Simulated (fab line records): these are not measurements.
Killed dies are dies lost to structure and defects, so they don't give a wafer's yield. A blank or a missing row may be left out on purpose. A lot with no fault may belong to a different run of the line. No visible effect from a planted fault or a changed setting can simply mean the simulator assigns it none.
What tool caused it?    flow gf180mcu    Sampling: 13 lots, 39 wafers, 3 of 602 route steps

WHAT THE GAUGES READ, wafer by wafer
GF_VT_IMPLANT_RS_MEAS_48: a four-point-probe measurement.
lot   measured      on             LVPWELL_RS (ohm/sq)
L237  day 7 10:08   film-metro-03  1198 1197 1198
L239  day 8 00:03   film-metro-04  1193 1193 1194
L240  day 8 07:30   film-metro-04  1198 1199 1197
L241  day 8 11:47   film-metro-04  1198 1196 1197
L245  day 10 00:08  film-metro-03  1202 1197 1200
L249  day 11 08:20  film-metro-03  1229 1233 1230
L250  day 11 12:50  film-metro-01  1231 1231 1230
L251  day 11 13:17  film-metro-04  1195 1200 1195
L255  day 12 15:29  film-metro-01  1195 1194 1193
L256  day 12 21:05  film-metro-03  1200 1204 1203
L258  day 13 10:23  film-metro-03  1202 1203 1202
L259  day 13 17:53  film-metro-01  1192 1194 1196
L260  day 14 00:00  film-metro-04  1194 1189 1191

GF_M1_OVL_MEAS_15.
lot   measured      on          M1_OVL (nm)
L237  day 16 19:13  overlay-02  -1 4 7
L239  day 17 15:46  overlay-02  2 -4 0
L240  day 18 01:01  overlay-01  -1 1 5
L241  day 18 08:22  overlay-01  0 7 4
L245  day 20 09:34  overlay-02  -3 4 -1
L249  day 21 23:43  overlay-02  -1 0 5
L250  day 22 07:37  overlay-01  2 3 10
L251  day 22 05:09  overlay-02  1 4 -1
L255  day 23 15:34  overlay-01  0 2 1
L256  day 23 22:37  overlay-02  4 2 3
L258  day 24 12:42  overlay-01  14 10 15
L259  day 24 19:04  overlay-01  -2 1 -3
L260  day 25 04:37  overlay-01  5 -2 7

EACH LOT AND THE TOOL THAT RAN IT (in order: tool; ch and the chambers of the sampled wafers; start)
lot   GF_LVPWELL_IMPLANT_09
L237  implanter-01 ch 0, day 3 20:13
L239  implanter-01 ch 0, day 4 06:55
L240  implanter-01 ch 0, day 4 12:20
L241  implanter-03 ch 0, day 4 17:23
L245  implanter-01 ch 0, day 5 21:53
L249  implanter-01 ch 0, day 7 00:31
L250  implanter-01 ch 0, day 7 03:49
L251  implanter-02 ch 0, day 7 04:11
L255  implanter-03 ch 0, day 8 02:46
L256  implanter-03 ch 0, day 8 07:13
L258  implanter-02 ch 0, day 8 19:50
L259  implanter-03 ch 0, day 9 02:02
L260  implanter-03 ch 0, day 9 05:16
- GF_LVPWELL_IMPLANT_09

WHAT THE TOOLS THEMSELVES READ (means of the sampled wafers that have a number; where no wafer has one, the mark that the record gives instead)
GF_LVPWELL_IMPLANT_09.
lot   tool          dose-ions-cm2  faraday-current-uA
L237  implanter-01  5e+12          28.4
L239  implanter-01  5e+12          27.6
L240  implanter-01  5e+12          28.0
L241  implanter-03  5e+12          28.6
L245  implanter-01  5e+12          27.8
L249  implanter-01  4e+12          24.5
L250  implanter-01  4e+12          24.3
L251  implanter-02  5e+12          28.4
L255  implanter-03  5e+12          28.0
L256  implanter-03  5e+12          28.3
L258  implanter-02  5e+12          28.6
L259  implanter-03  5e+12          28.3
L260  implanter-03  5e+12          28.9

THE ANSWER, worked out from the rows above alone
Rule: the lots themselves supply what counts as usual. Put in order of their means at a reading, lots are off if they are a third of the lots or fewer, leave a main group of 4 or more, and stand apart from it by a gap of 3 or more times the standard deviation of the main group's means; of several such gaps the widest counts. If all means in a main group match to the digits the tables above print for the reading, that group is not used. Also off: a lot with no number at a reading for which 4 or more lots have one. All remaining lots with rows at the step are treated as sound. First the gauges in route order, then the tools' own readings, where a lot's mean is used as printed above. The first step at which some lot is off is used, and at that step the reading that is off furthest; a lot without a number counts as furthest.
Off: L249, L250, at GF_VT_IMPLANT_RS_MEAS_48 (LVPWELL_RS). The main group: mean 1197 ohm/sq, standard deviation 3.4.
If a tool, at a process step before that reading, ran all the lots that are off and no sound lot after the first of them, it fits. The gauges at GF_VT_IMPLANT_RS_MEAS_48 aren't tried: what is off there is off at GF_LVPWELL_IMPLANT_09 too, on other tools, and a gauge's error can't cause that. One fits: implanter-01 at GF_LVPWELL_IMPLANT_09. A fault onset in the window from L245 (day 5 21:53, its last sound lot) to L249 (day 7 00:31, its first lot off) fits.
The tool's own readings at GF_LVPWELL_IMPLANT_09 bear it out: on the lots that are off they differ by more than 5 times the standard deviation of the sound lots' means. dose-ions-cm2 reads 4e+12 there against 5e+12 on the sound lots; faraday-current-uA reads 24.4 there against 28.3 on the sound lots.

WHAT THE SIMULATOR HAD INSERTED
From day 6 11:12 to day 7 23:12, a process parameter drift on implanter-01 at GF_LVPWELL_IMPLANT_09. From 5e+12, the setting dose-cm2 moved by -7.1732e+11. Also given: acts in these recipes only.
Struck lots among those shown: L249, L250. The rule given above showed the same thing.
